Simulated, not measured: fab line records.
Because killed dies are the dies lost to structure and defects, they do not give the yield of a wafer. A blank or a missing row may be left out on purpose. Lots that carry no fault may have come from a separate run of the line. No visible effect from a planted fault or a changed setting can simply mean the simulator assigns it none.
fab line records ; flow sky130
record: lots: 6; wafers: 18; lastDay: 49
route steps=708 shown SONOS_ONO@176 GATE_OXIDE@187 POLY_GATE@204 PAD_OPEN@708
lots that met no fault: taken from a fault-free run of the same line
startH: the number of hours between the record's first day and the start of the first shown wafer of the lot ; waitH: hours elapsed since this lot's preceding step ; " the same as in the row above ; L1.1+2: several wafers, shown together as one row ; - no value, or no start was given ; * or withheld: withheld ; < > ~ a bound
route shown NAME@n: names a module that has steps shown in the file, with the first one's number in the route ; usual: mean and standard deviation over wafers with no fault ; same: alike in all rows ; chamber/n: place in a boat ; sites: readings site by site ; _std_site: the standard deviation of these ; _edge_site: inner sites' mean taken away from outer sites' mean ; radiusMm: for every site, how far away it sits from the centre of the wafer ; mask NAME#n: copy n ; behind: the last tool/chamber to shape the wafer ; hold: the reason the lot was held/the length of the hold in hours/how it ended ; device: which transistor (n, p or np) failed to switch ; end of line: tests of these same wafers at the route's end ; a step without rows: its recipe alone ; killed: the dies lost at the first sort to structure and to defects; this is not the yield of the wafer ; map: per-die view of a wafer (x killed, . not killed, _ where there is no die)
set.NAME: the setting the step ran with; set.NAME@STEP: the setting that earlier step ran with ; model.NAME: the simulator's own value behind a step, which no gauge read
lots at some steps of the route; a table a step, a row a wafer
services: from which hour (startH, from the record's first day; less than 0 if before it) a tool's chamber was out of use, for how many hours, and why
== steps ==
step: SKY_SONOS_ONO_COAT_08
recipe: resist: NOVOLAK; spinRpm: 3000; resistThkNm: 1140
step: SKY_SONOS_ONO_SOFTBAKE_09
recipe: tempC: 90; timeS: 60; resist: NOVOLAK
step: SKY_SONOS_ONO_EXPOSE_10
recipe: maskId: ONOM; targetCdNm: 410; na: 0.6; sourceShape: conventional; sigmaOuter: 0.6; doseMj: 150
step: SKY_SONOS_ONO_PEB_11
recipe: tempC: withheld; timeS: *; resist: NOVOLAK
step: SKY_SONOS_ONO_DEVELOP_12
recipe: developTimeS: 60; devTempC: 23
step: SKY_SONOS_ONO_CD_MEAS_13
recipe: targetCdNm: 410
usual: cdNm: 409.9/2.7
lot.wafer;tool;chamber;startH;waitH;cdNm
L297.1;cdSem-01;-;321.61;0.1;409.4
L297.3;cdSem-01;-;321.61;0.1;414.8
L297.4;cdSem-01;-;321.61;0.1;411.6
L298.1;cdSem-02;-;323.61;0.1;410.2
L298.3;cdSem-02;-;323.61;0.1;413.2
L298.5;cdSem-02;-;323.61;0.1;411.5
L308.1;cdSem-01;-;403.76;0.1;410.1
L308.4;cdSem-01;-;403.76;0.1;408.8
L308.5;cdSem-01;-;403.76;0.1;410.0
L309.2;cdSem-02;-;418.45;0.3;411.3
L309.3;cdSem-02;-;418.45;0.3;408.5
L309.4;cdSem-02;-;418.45;0.3;410.1
L312.2;cdSem-01;-;432.83;0.1;410.6
L312.3;cdSem-01;-;432.83;0.1;411.8
L312.4;cdSem-01;-;432.83;0.1;409.7
L313.1;cdSem-02;-;442.26;0.1;408.0
L313.2;cdSem-02;-;442.26;0.1;406.4
L313.4;cdSem-02;-;442.26;0.1;405.5
step: SKY_SONOS_ONO_OVL_MEAS_14
usual: SONOS_ONO_OVL: 0.7/1.3
lot.wafer;tool;chamber;startH;waitH;SONOS_ONO_OVL[nm]
L297.1;overlay-02;-;321.73;0.1;3.8
L297.3;overlay-02;-;321.73;0.1;1.6
L297.4;overlay-02;-;321.73;0.1;3.5
L298.1;overlay-02;-;323.73;0.1;0.3
L298.3;overlay-02;-;323.73;0.1;1.5
L298.5;overlay-02;-;323.73;0.1;1.4
L308.1;overlay-02;-;403.88;0.1;1.1
L308.4;overlay-02;-;403.88;0.1;0.1
L308.5;overlay-02;-;403.88;0.1;0.6
L309.2;overlay-01;-;418.55;0.1;-1.0
L309.3;overlay-01;-;418.55;0.1;-0.1
L309.4;overlay-01;-;418.55;0.1;-1.0
L312.2;overlay-02;-;432.94;0.1;2.4
L312.3;overlay-02;-;432.94;0.1;1.8
L312.4;overlay-02;-;432.94;0.1;1.7
L313.1;overlay-01;-;442.38;0.1;1.6
L313.2;overlay-01;-;442.38;0.1;0.6
L313.4;overlay-01;-;442.38;0.1;0.3
step: SKY_SONOS_ONO_ETCH_15
recipe: targetDepthNm: 19.52; chemistry: CHF3/O2; sourceW: 600; biasW: 200; pressureMtorr: 40; chf3FlowSccm: 50; O2_flow_sccm: 5; timeS: 7.8
usual: drypumpMotorCurrentA: 5.6/0.45; oesProductAu: 1.000/0.015; throttleValvePct: 8.825/0.0097
lot.wafer;tool;chamber;startH;waitH;drypumpMotorCurrentA;oesProductAu;rfHoursCounterH;throttleValvePct
L297.1;rieDiel-02;3;321.77;0.0;6.2;0.984;85;8.814
L297.3;rieDiel-02;1;321.77;0.0;5.7;1.027;5;8.828
L297.4;rieDiel-02;2;321.77;0.0;5.2;0.997;75;8.827
L298.1;rieDiel-01;3;323.77;0.0;4.9;1.022;1;8.822
L298.3;rieDiel-01;0;323.77;0.0;5.5;0.977;0;8.812
L298.5;rieDiel-01;0;323.77;0.0;5.5;0.980;-;8.808
L308.1;rieDiel-04;0;403.91;0.0;6.0;0.994;86;8.825
L308.4;rieDiel-04;1;403.91;0.0;5.7;1.018;-;8.825
L308.5;rieDiel-04;3;403.91;0.0;6.1;0.982;-;8.822
L309.2;rieDiel-04;3;418.58;0.0;6.1;0.974;10;8.829
L309.3;rieDiel-04;1;418.58;0.0;5.7;1.017;78;8.828
L309.4;rieDiel-04;2;418.58;0.0;5.2;0.994;26;8.823
L312.2;rieDiel-02;2;432.97;0.0;5.1;0.978;78;8.812
L312.3;rieDiel-02;1;432.97;0.0;5.8;1.018;8;8.822
L312.4;rieDiel-02;0;432.97;0.0;5.0;0.990;75;8.816
L313.1;rieDiel-04;3;442.41;0.0;6.1;0.984;10;8.835
L313.2;rieDiel-04;0;442.41;0.0;6.0;0.994;87;8.820
L313.4;rieDiel-04;2;442.41;0.0;5.2;1.008;27;8.830
step: SKY_SONOS_ONO_WET_ETCH_16
recipe: chemistry: dHF; targetDepthNm: 14; dry: n2Spin; target: SiO2; dilution: 100:1; tempC: 25; timeS: 280
step: SKY_SONOS_ONO_STRIP_17
recipe: chemistry: O2/N2; powerW: 1400; pressureMtorr: 1500; platenTempC: withheld; o2FlowSccm: 3000; n2FlowSccm: 300; overashFraction: 0.5
usual: drypumpMotorCurrentA: 5.7/0.4; oesProductAu: 0.710/0.0047; stripTimeToEndpointS: 14.12/0.045
lot.wafer;tool;chamber;startH;waitH;drypumpMotorCurrentA;oesProductAu;rfHoursCounterH;stripTimeToEndpointS
L297.1;plasmaAsher-04;0;321.88;0.0;6.1;0.708;57;14.10
L297.3;plasmaAsher-04;1;321.88;0.0;5.4;0.706;-;14.10
L297.4;plasmaAsher-04;0;321.88;0.0;6.0;0.712;-;14.08
L298.1;plasmaAsher-04;1;323.87;0.0;5.4;0.705;57;14.06
L298.3;plasmaAsher-04;1;323.87;0.0;5.4;0.717;-;14.11
L298.5;plasmaAsher-04;0;323.87;0.0;6.1;0.711;-;14.12
L308.1;plasmaAsher-04;0;404.02;0.0;6.0;0.710;64;14.08
L308.4;plasmaAsher-04;0;404.02;0.0;6.0;0.715;-;14.08
L308.5;plasmaAsher-04;0;404.02;0.0;6.1;0.719;-;14.07
L309.2;plasmaAsher-04;0;418.69;0.0;6.1;0.714;66;14.11
L309.3;plasmaAsher-04;1;418.69;0.0;5.4;0.719;-;14.11
L309.4;plasmaAsher-04;0;418.69;0.0;6.1;0.707;-;14.12
L312.2;plasmaAsher-01;0;433.07;0.0;5.9;0.704;30;14.25
L312.3;plasmaAsher-01;1;433.07;0.0;5.2;0.717;-;14.24
L312.4;plasmaAsher-01;0;433.07;0.0;5.9;0.708;-;14.19
L313.1;plasmaAsher-01;0;442.54;0.0;5.9;0.712;31;14.19
L313.2;plasmaAsher-01;1;442.54;0.0;5.2;0.709;31;14.13
L313.4;plasmaAsher-01;0;442.54;0.0;5.9;0.705;-;14.17
step: SKY_SONOS_ONO_WET_ETCH_18
recipe: chemistry: H3PO4; targetDepthNm: 15; target: Si3N4; tempC: 160; timeS: 172
step: SKY_GATE_OXIDE_CLEAN_00
recipe: chemistry: SC1/SC2; mix: 1:4:20; tempC: 70; timeS: 150; dry: n2Spin
step: SKY_GATE_OXIDE_OXIDATION_01
recipe: tempC: 900; ambient: O2; stabiliseS: 600; purgeS: 300; targetThkA: 102.68; oxTimeS: 1473
usual: oxTempC: 900.0/0.4; spikeTcCentreC: 901.2/1.3; tubeCenterTempC: 899.99/0.093
lot.wafer;tool;chamber;startH;waitH;oxTempC;spikeTcCentreC;tubeCenterTempC;model.SiO2_of_GATE_OXIDE_OXIDATION_01.thkNm
L297.1;furnace-01;0;323.74;1.6;899.3;902.5;899.93;5.814
L297.3;furnace-01;0;323.74;1.6;900.0;903.0;899.85;5.989
L297.4;furnace-01;0;323.74;1.6;899.0;902.7;900.03;5.857
L298.1;furnace-01;0;325.15;1.1;899.6;901.9;899.99;6.073
L298.3;furnace-01;0;325.15;1.1;900.2;901.7;899.99;6.049
L298.5;furnace-01;0;325.15;1.1;899.9;901.0;899.94;6.151
L308.1;furnace-01;0;404.89;0.7;899.7;901.8;900.11;10.81
L308.4;furnace-01;0;404.89;0.7;900.1;901.5;900.08;10.63
L308.5;furnace-01;0;404.89;0.7;900.0;901.9;900.13;10.87
L309.2;furnace-01;0;418.90;0.0;900.7;903.7;899.92;10.55
L309.3;furnace-01;0;418.90;0.0;901.0;901.5;900.05;10.43
L309.4;furnace-01;0;418.90;0.0;899.9;902.1;900.01;10.65
L312.2;furnace-01;0;435.69;2.4;899.6;902.3;900.12;10.55
L312.3;furnace-01;0;435.69;2.4;900.1;900.9;900.11;10.39
L312.4;furnace-01;0;435.69;2.4;899.5;902.2;899.87;10.44
L313.1;furnace-01;0;442.77;0.0;899.9;902.6;899.90;10.28
L313.2;furnace-01;0;442.77;0.0;900.3;901.5;899.88;10.13
L313.4;furnace-01;0;442.77;0.0;900.1;903.0;899.99;10.16
step: SKY_GATE_OXIDE_THK_MEAS_02
recipe: reads: SiO2_of_GATE_OXIDE_OXIDATION_01
usual: GATE_OXIDE_OXIDATION_00_THK: 10.38/0.2
lot.wafer;tool;chamber;startH;waitH;GATE_OXIDE_OXIDATION_00_THK[nm]
L297.1;filmMetro-01;-;325.15;0.0;5.77
L297.3;filmMetro-01;-;325.15;0.0;6.03
L297.4;filmMetro-01;-;325.15;0.0;5.87
L298.1;filmMetro-03;-;326.56;0.0;6.10
L298.3;filmMetro-03;-;326.56;0.0;6.05
L298.5;filmMetro-03;-;326.56;0.0;6.21
L308.1;filmMetro-04;-;406.30;0.0;10.80
L308.4;filmMetro-04;-;406.30;0.0;10.68
L308.5;filmMetro-04;-;406.30;0.0;10.85
L309.2;filmMetro-04;-;420.31;0.0;10.52
L309.3;filmMetro-04;-;420.31;0.0;10.44
L309.4;filmMetro-04;-;420.31;0.0;10.71
L312.2;filmMetro-04;-;437.11;0.0;10.56
L312.3;filmMetro-04;-;437.11;0.0;10.40
L312.4;filmMetro-04;-;437.11;0.0;10.44
L313.1;filmMetro-03;-;444.18;0.0;10.32
L313.2;filmMetro-03;-;444.18;0.0;10.09
L313.4;filmMetro-03;-;444.18;0.0;10.16
step: SKY_GATE_OXIDE_DEHYDRATE_03
recipe: tempC: 200; timeS: 60
step: SKY_GATE_OXIDE_HMDS_04
recipe: primeTimeS: 60; primeTempC: 120
step: SKY_GATE_OXIDE_COAT_05
recipe: resist: NOVOLAK; spinRpm: 3000; resistThkNm: 1140
step: SKY_GATE_OXIDE_SOFTBAKE_06
recipe: tempC: 90; timeS: 60; resist: NOVOLAK
step: SKY_GATE_OXIDE_EXPOSE_07
recipe: maskId: LVOM; na: 0.6; sourceShape: conventional; sigmaOuter: 0.6; polarization: unpolarized; targetCdNm: 600; doseMj: 170
step: SKY_GATE_OXIDE_PEB_08
recipe: tempC: withheld; timeS: *; resist: NOVOLAK
step: SKY_GATE_OXIDE_DEVELOP_09
recipe: resist: NOVOLAK; developer: TMAH; developTimeS: 60; devTempC: 23
step: SKY_GATE_OXIDE_OVL_MEAS_10
usual: GATE_OXIDE_OVL: -0.3/1.6
lot.wafer;tool;chamber;startH;waitH;GATE_OXIDE_OVL[nm]
L297.1;overlay-01;-;351.76;0.1;-0.6
L297.3;overlay-01;-;351.76;0.1;2.4
L297.4;overlay-01;-;351.76;0.1;3.5
L298.1;overlay-01;-;353.36;0.1;1.1
L298.3;overlay-01;-;353.36;0.1;0.3
L298.5;overlay-01;-;353.36;0.1;-1.0
L308.1;overlay-02;-;437.17;0.1;-0.5
L308.4;overlay-02;-;437.17;0.1;0.1
L308.5;overlay-02;-;437.17;0.1;0.2
L309.2;overlay-02;-;450.82;0.1;1.1
L309.3;overlay-02;-;450.82;0.1;0.3
L309.4;overlay-02;-;450.82;0.1;-0.6
L312.2;overlay-01;-;468.12;0.1;-0.1
L312.3;overlay-01;-;468.12;0.1;-1.4
L312.4;overlay-01;-;468.12;0.1;-1.3
L313.1;overlay-01;-;474.46;0.1;-0.1
L313.2;overlay-01;-;474.46;0.1;-1.4
L313.4;overlay-01;-;474.46;0.1;0.4
step: SKY_GATE_OXIDE_IMPLANT_11
recipe: species: B; energyKev: 10; doseCm2: 2.6e+12; tiltDeg: withheld
step: SKY_GATE_OXIDE_WET_ETCH_12
recipe: chemistry: dHF; targetDepthNm: 16.8; dry: n2Spin; target: SiO2; dilution: 100:1; tempC: 25; timeS: 336
step: SKY_GATE_OXIDE_STRIP_13
recipe: chemistry: O2/N2; powerW: 1400; pressureMtorr: 1500; platenTempC: withheld; o2FlowSccm: 3000; n2FlowSccm: 300; overashFraction: 0.5
usual: drypumpMotorCurrentA: 5.68/0.26; oesProductAu: 0.716/0.0044; stripTimeToEndpointS: 14.19/0.038
lot.wafer;tool;chamber;startH;waitH;drypumpMotorCurrentA;oesProductAu;rfHoursCounterH;stripTimeToEndpointS
L297.1;plasmaAsher-01;1;352.06;0.0;5.19;0.717;21;14.21
L297.3;plasmaAsher-01;0;352.06;0.0;5.89;0.712;-;14.17
L297.4;plasmaAsher-01;1;352.06;0.0;5.19;0.718;-;14.19
L298.1;plasmaAsher-03;0;353.77;0.0;5.71;0.714;55;14.13
L298.3;plasmaAsher-03;0;353.77;0.0;5.70;0.716;-;14.09
L298.5;plasmaAsher-03;1;353.77;0.0;5.71;0.718;-;14.14
L308.1;plasmaAsher-03;1;437.45;0.0;5.71;0.712;64;14.26
L308.4;plasmaAsher-03;1;437.45;0.0;5.69;0.712;-;14.18
L308.5;plasmaAsher-03;1;437.45;0.0;5.70;0.708;-;14.24
L309.2;plasmaAsher-03;0;451.10;0.0;5.71;0.708;65;14.22
L309.3;plasmaAsher-03;1;451.10;0.0;5.69;0.719;-;14.20
L309.4;plasmaAsher-03;0;451.10;0.0;5.69;0.710;-;14.21
L312.2;plasmaAsher-01;0;468.40;0.0;5.93;0.714;34;14.20
L312.3;plasmaAsher-01;1;468.40;0.0;5.21;0.713;-;14.15
L312.4;plasmaAsher-01;0;468.40;0.0;5.88;0.713;-;14.18
L313.1;plasmaAsher-03;1;474.75;0.0;5.69;0.718;68;14.25
L313.2;plasmaAsher-03;0;474.75;0.0;5.73;0.717;68;14.22
L313.4;plasmaAsher-03;1;474.75;0.0;5.70;0.713;-;14.21
step: SKY_GATE_OXIDE_TW_MEAS_14
usual: GATE_OXIDE_TW: 223.5/2.7
lot.wafer;tool;chamber;startH;waitH;GATE_OXIDE_TW
L297.1;filmMetro-01;-;352.16;0.1;226.8
L297.3;filmMetro-01;-;352.16;0.1;225.9
L297.4;filmMetro-01;-;352.16;0.1;226.7
L298.1;filmMetro-03;-;353.87;0.1;226.1
L298.3;filmMetro-03;-;353.87;0.1;225.6
L298.5;filmMetro-03;-;353.87;0.1;225.1
L308.1;filmMetro-03;-;437.55;0.1;224.2
L308.4;filmMetro-03;-;437.55;0.1;224.1
L308.5;filmMetro-03;-;437.55;0.1;223.5
L309.2;filmMetro-03;-;451.21;0.1;223.4
L309.3;filmMetro-03;-;451.21;0.1;222.0
L309.4;filmMetro-03;-;451.21;0.1;222.9
L312.2;filmMetro-01;-;468.51;0.1;228.1
L312.3;filmMetro-01;-;468.51;0.1;226.2
L312.4;filmMetro-01;-;468.51;0.1;225.8
L313.1;filmMetro-03;-;474.85;0.1;224.9
L313.2;filmMetro-03;-;474.85;0.1;225.1
L313.4;filmMetro-03;-;474.85;0.1;225.6
step: SKY_GATE_OXIDE_CLEAN_15
recipe: chemistry: SC1/SC2; mix: 1:4:20; tempC: 70; timeS: 150; dry: n2Spin
step: SKY_GATE_OXIDE_OXIDATION_16
recipe: tempC: 800; ambient: O2; idleTempC: 700; rampUpCPerMin: 10; rampDownCPerMin: 3; stabiliseS: 600; purgeS: 300; targetThkA: 35.7; oxTimeS: 1915
usual: oxTempC: 800.1/0.35; spikeTcCentreC: 800.9/1.3; tubeCenterTempC: 799.99/0.081
lot.wafer;tool;chamber;startH;waitH;oxTempC;spikeTcCentreC;tubeCenterTempC;model.SiO2_of_GATE_OXIDE_OXIDATION_01.thkNm
L297.1;furnace-01;0;352.27;0.0;800.0;802.0;799.99;7.672
L297.3;furnace-01;0;352.27;0.0;799.1;800.0;800.10;7.805
L297.4;furnace-01;0;352.27;0.0;799.7;801.7;799.97;7.754
L298.1;furnace-02;0;353.98;0.0;799.9;800.7;799.97;7.877
L298.3;furnace-02;0;353.98;0.0;800.7;798.8;800.06;7.855
L298.5;furnace-02;0;353.98;0.0;800.1;799.0;799.97;7.966
L308.1;furnace-01;0;438.49;0.8;799.9;802.5;800.04;12.17
L308.4;furnace-01;0;438.49;0.8;799.7;804.7;799.94;11.99
L308.5;furnace-01;0;438.49;0.8;800.2;800.3;800.02;12.24
L309.2;furnace-02;0;452.21;0.9;800.1;799.0;800.06;11.91
L309.3;furnace-02;0;452.21;0.9;800.4;799.7;799.86;11.76
L309.4;furnace-02;0;452.21;0.9;800.5;802.0;799.97;12.01
L312.2;furnace-01;0;468.61;0.0;799.3;802.1;799.85;11.93
L312.3;furnace-01;0;468.61;0.0;799.2;802.5;799.97;11.76
L312.4;furnace-01;0;468.61;0.0;800.0;801.3;800.09;11.82
L313.1;furnace-01;0;474.96;0.0;800.0;801.5;799.92;11.64
L313.2;furnace-01;0;474.96;0.0;799.7;800.8;800.05;11.49
L313.4;furnace-01;0;474.96;0.0;800.1;802.2;799.86;11.53
step: SKY_POLY_GATE_CVD_00
recipe: material: poly-Si; targetThkNm: 180; tempC: 620; timeS: 720; pressureMtorr: 200
step: SKY_PAD_OPEN_PROBE_99
usual: killed_at_M0_to_M3: 44/6.5; killed_at_M4_up: 2.9/1.7; killedAtContacts: 24/5.7; killedAtFrontEnd: 16/4.4; killedAtOther: 0.2/0.48; killedDies: 87/9.6; killedOpen: 48/6.7; killedShort: 38/6.2
same: grossDies: 492; killedAtBackSide: 0
lot.wafer;tool;chamber;startH;waitH;killed_at_M0_to_M3;killed_at_M4_up;killedAtContacts;killedAtFrontEnd;killedAtOther;killedDies;killedOpen;killedShort;model.etest.nfet_16v.rOnOhmUm;model.etest.pfet_16v.rOnOhmUm;model.etest.pfetG5v0d10v5.rOnOhmUm;model.etest.tipSonos.rsOhmSq;model.etest.nfetG5v0d10v5.rOnOhmUm;model.etest.nfetG5v0d10v5.driveUaUm;model.etest.nfet_05v0_nvt.driveUaUm;model.etest.tipP.rsOhmSq
L297.1;prober-01;-;1107.98;0.1;50;5;29;15;0;99;60;38;1.214e+04;1.422e+04;3893;2015;1523;891.9;814.8;6542
L297.3;prober-01;-;1108.08;0.2;36;4;25;16;1;82;39;42;1.216e+04;1.4e+04;3838;2008;1505;890;803;6499
L297.4;prober-01;-;1108.13;0.2;45;1;23;13;1;83;45;36;1.195e+04;1.408e+04;3842;2038;1499;895.2;813.2;6546
L298.1;prober-02;-;1111.38;0.1;46;1;18;22;0;87;46;40;1.2e+04;1.386e+04;3903;2014;1527;875.2;807.7;6741
L298.3;prober-02;-;1111.48;0.2;48;3;28;18;0;97;52;44;1.199e+04;1.361e+04;3904;2007;1513;880.6;806;6760
L298.5;prober-02;-;1111.58;0.2;37;2;19;25;0;83;44;39;1.206e+04;1.361e+04;3860;2019;1522;875;797.8;6724
L308.1;prober-01;-;1176.17;0.1;43;2;21;20;0;86;44;42;1.458e+04;1.533e+04;4766;2734;1925;584.8;557.5;6835
L308.4;prober-01;-;1176.32;0.2;47;2;15;16;0;80;43;37;1.443e+04;1.519e+04;4695;2680;1919;591.9;561.4;6900
L308.5;prober-01;-;1176.37;0.2;48;0;19;18;0;85;46;39;1.475e+04;1.518e+04;4763;2763;1933;581.2;557.1;6874
L309.2;prober-02;-;1180.29;0.1;46;4;30;20;0;100;47;53;1.401e+04;1.515e+04;4766;2641;1880;595.1;572.8;6816
L309.3;prober-02;-;1180.34;0.2;36;4;22;17;1;80;46;34;1.39e+04;1.537e+04;4815;2590;1894;604.7;576.6;6824
L309.4;prober-02;-;1180.39;0.2;44;5;37;12;0;98;51;47;1.393e+04;1.526e+04;4730;2670;1892;589.9;572.9;6832
L312.2;prober-01;-;1182.34;0.1;46;4;20;22;0;92;47;45;1.433e+04;1.488e+04;4798;2748;1912;597.8;567.8;6948
L312.3;prober-01;-;1182.39;0.2;48;7;20;16;0;91;50;41;1.421e+04;1.502e+04;4648;2755;1847;608.9;578.2;6983
L312.4;prober-01;-;1182.44;0.2;34;4;19;16;0;73;40;33;1.427e+04;1.544e+04;4698;2706;1889;607.2;572.2;6904
L313.1;prober-01;-;1185.48;0.1;46;1;21;14;0;82;47;35;1.399e+04;1.498e+04;4696;2632;1879;615.9;580.2;6920
L313.2;prober-01;-;1185.53;0.1;43;3;23;17;1;87;46;41;1.386e+04;1.499e+04;4714;2608;1857;623.5;582.1;6882
L313.4;prober-01;-;1185.63;0.2;45;6;27;10;1;89;48;41;1.397e+04;1.529e+04;4749;2626;1873;614.4;582.7;6942
killed by level:class
L297.1 VIA1:geometricParticle:open=14 CONTACT:geometricParticle:open=13 LI_CONTACT:geometricParticle:open=8 VIA2:geometricParticle:open=8 METAL1:geometricParticle:short=7 VIA1:geometricParticle:short=5 METAL1:geometricParticle:open=5 POLY_GATE:geometricParticle:open=4
L297.3 CONTACT:geometricParticle:open=9 VIA1:geometricParticle:open=8 CONTACT:geometricParticle:short=7 VIA1:geometricParticle:short=7 LOCAL_INTERCONNECT:geometricParticle:short=6 FIELD_ISO:geometricParticle:short=4 VIA3:geometricParticle:short=4 VIA3:geometricParticle:open=4
L297.4 METAL1:geometricParticle:short=9 VIA1:geometricParticle:open=9 CONTACT:geometricParticle:open=7 VIA2:geometricParticle:open=6 LI_CONTACT:geometricParticle:open=5 VIA3:geometricParticle:open=5 LOCAL_INTERCONNECT:geometricParticle:short=4 CONTACT:geometricParticle:short=4
L298.1 VIA1:geometricParticle:open=12 LI_CONTACT:geometricParticle:open=7 METAL2:geometricParticle:short=7 VIA2:geometricParticle:open=7 CONTACT:geometricParticle:open=6 FIELD_ISO:geometricParticle:short=5 FIELD_ISO:geometricParticle:open=5 METAL1:geometricParticle:short=5
L298.3 VIA1:geometricParticle:open=10 LI_CONTACT:geometricParticle:open=9 VIA2:geometricParticle:open=8 METAL2:geometricParticle:short=8 VIA1:geometricParticle:short=8 CONTACT:geometricParticle:open=7 POLY_GATE:geometricParticle:open=5 FIELD_ISO:geometricParticle:open=4
L298.5 VIA1:geometricParticle:open=11 FIELD_ISO:geometricParticle:open=6 POLY_GATE:geometricParticle:open=6 CONTACT:geometricParticle:short=5 FIELD_ISO:geometricParticle:short=4 POLY_GATE:geometricParticle:short=4 LI_CONTACT:geometricParticle:short=4 LI_CONTACT:geometricParticle:open=4
L308.1 CONTACT:geometricParticle:open=10 FIELD_ISO:geometricParticle:open=8 METAL1:geometricParticle:short=8 VIA1:geometricParticle:open=8 CONTACT:geometricParticle:short=5 LI_CONTACT:geometricParticle:open=5 METAL2:geometricParticle:short=5 METAL3:geometricParticle:short=5
L308.4 VIA2:geometricParticle:open=9 VIA1:geometricParticle:open=7 CONTACT:geometricParticle:open=6 VIA3:geometricParticle:open=6 POLY_GATE:geometricParticle:short=5 METAL2:geometricParticle:short=5 METAL1:geometricParticle:short=5 VIA1:geometricParticle:short=5
L308.5 VIA1:geometricParticle:open=14 VIA3:geometricParticle:open=8 CONTACT:geometricParticle:open=6 VIA2:geometricParticle:short=6 POLY_GATE:geometricParticle:short=5 LI_CONTACT:geometricParticle:open=5 CONTACT:geometricParticle:short=5 VIA1:geometricParticle:short=5
L309.2 CONTACT:geometricParticle:open=12 VIA1:geometricParticle:open=12 CONTACT:geometricParticle:short=10 VIA1:geometricParticle:short=9 METAL1:geometricParticle:short=6 VIA2:geometricParticle:open=5 METAL3:geometricParticle:short=5 FIELD_ISO:geometricParticle:open=4
L309.3 CONTACT:geometricParticle:open=8 VIA2:geometricParticle:open=7 VIA1:geometricParticle:open=6 VIA3:geometricParticle:open=5 POLY_GATE:geometricParticle:short=4 CONTACT:geometricParticle:short=4 LI_CONTACT:geometricParticle:open=4 LOCAL_INTERCONNECT:geometricParticle:short=4
L309.4 CONTACT:geometricParticle:open=13 VIA3:geometricParticle:open=10 LI_CONTACT:geometricParticle:short=7 LI_CONTACT:geometricParticle:open=6 LOCAL_INTERCONNECT:geometricParticle:short=6 VIA1:geometricParticle:open=6 VIA2:geometricParticle:short=6 VIA2:geometricParticle:open=6
L312.2 METAL2:geometricParticle:short=7 METAL1:geometricParticle:short=7 VIA1:geometricParticle:open=7 CONTACT:geometricParticle:open=6 VIA3:geometricParticle:open=6 VIA2:geometricParticle:open=5 POLY_GATE:geometricParticle:short=5 LOCAL_INTERCONNECT:geometricParticle:short=5
L312.3 VIA1:geometricParticle:open=16 LI_CONTACT:geometricParticle:open=6 VIA2:geometricParticle:open=6 METAL4:geometricParticle:short=6 METAL2:geometricParticle:short=5 CONTACT:geometricParticle:open=5 METAL3:geometricParticle:short=5 POLY_GATE:geometricParticle:open=4
L312.4 LI_CONTACT:geometricParticle:open=8 VIA2:geometricParticle:open=7 METAL2:geometricParticle:short=6 VIA3:geometricParticle:open=6 POLY_GATE:geometricParticle:short=5 CONTACT:geometricParticle:open=5 VIA1:geometricParticle:open=5 FIELD_ISO:geometricParticle:open=3
L313.1 VIA2:geometricParticle:open=9 VIA3:geometricParticle:open=8 CONTACT:geometricParticle:open=7 LI_CONTACT:geometricParticle:open=6 VIA1:geometricParticle:open=5 METAL2:geometricParticle:short=5 POLY_GATE:geometricParticle:open=4 VIA1:geometricParticle:short=4
L313.2 VIA1:geometricParticle:open=14 LI_CONTACT:geometricParticle:open=9 POLY_GATE:geometricParticle:short=6 CONTACT:geometricParticle:short=6 VIA2:geometricParticle:open=6 VIA1:geometricParticle:short=5 METAL1:geometricParticle:short=5 VIA2:geometricParticle:short=5
L313.4 CONTACT:geometricParticle:open=12 VIA3:geometricParticle:open=8 VIA1:geometricParticle:open=7 LI_CONTACT:geometricParticle:open=6 VIA2:geometricParticle:short=5 VIA2:geometricParticle:open=5 METAL4:geometricParticle:short=5 POLY_GATE:geometricParticle:open=4
== services ==
tool;chamber;startH;hours;kind
furnace-01;-;312.81;2.8;pm
rieDiel-01;-;339.86;2.5;repair
rieDiel-01;0;354.23;13.8;repair
plasmaAsher-04;-;357.79;2.8;pm
plasmaAsher-03;-;360.61;0.7;repair
rieDiel-02;0;365.53;4.5;repair
rieDiel-04;2;403.14;5.7;repair
furnace-02;-;434.05;3.5;pm
rieDiel-01;3;443.56;5.4;repair
rieDiel-01;2;444.97;6.0;repair
rieDiel-02;-;449.51;1.1;repair
rieDiel-04;2;457.73;14.1;repair
rieDiel-04;0;468.29;5.0;repair
== key ==
firstSign: step: SKY_GATE_OXIDE_THK_MEAS_02; reading: GATE_OXIDE_OXIDATION_00_THK; direction: down; sigmas: 22; usual: 10.38; struck: 6.00
effect none on later readings
modelEffect: step: SKY_GATE_OXIDE_OXIDATION_01; value: SiO2_of_GATE_OXIDE_OXIDATION_01.thkNm; without: 10.41; struck: 5.989
modelEffect: step: SKY_GATE_OXIDE_OXIDATION_16; value: SiO2_of_GATE_OXIDE_OXIDATION_01.thkNm; without: 11.84; struck: 7.822
modelEffect: step: SKY_PAD_OPEN_PROBE_99; value: etest.nfet_16v.rOnOhmUm; without: 1.418e+04; struck: 1.205e+04
metAt SKY_GATE_OXIDE_OXIDATION_01
struckWafers L297.1,L297.3,L297.4,L298.1,L298.3,L298.5
testerLeftOut L297,L298
fault: kind: processParameterDrift; tool: furnace-01; chamber: -; onsetH: 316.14; steps: SKY_GATE_OXIDE_OXIDATION_01; channel: oxTimeS; offset: *; shape: step; endH: 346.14; actsIn: *; stated: *
testerLeftOut: of these lots the tester's yield and bins aren't shown, on N5 and GAA mostly nor the transistor test; their killed dies are dies lost to structure and defects alone, not to doping, threshold or leakage, so they don't give the yield
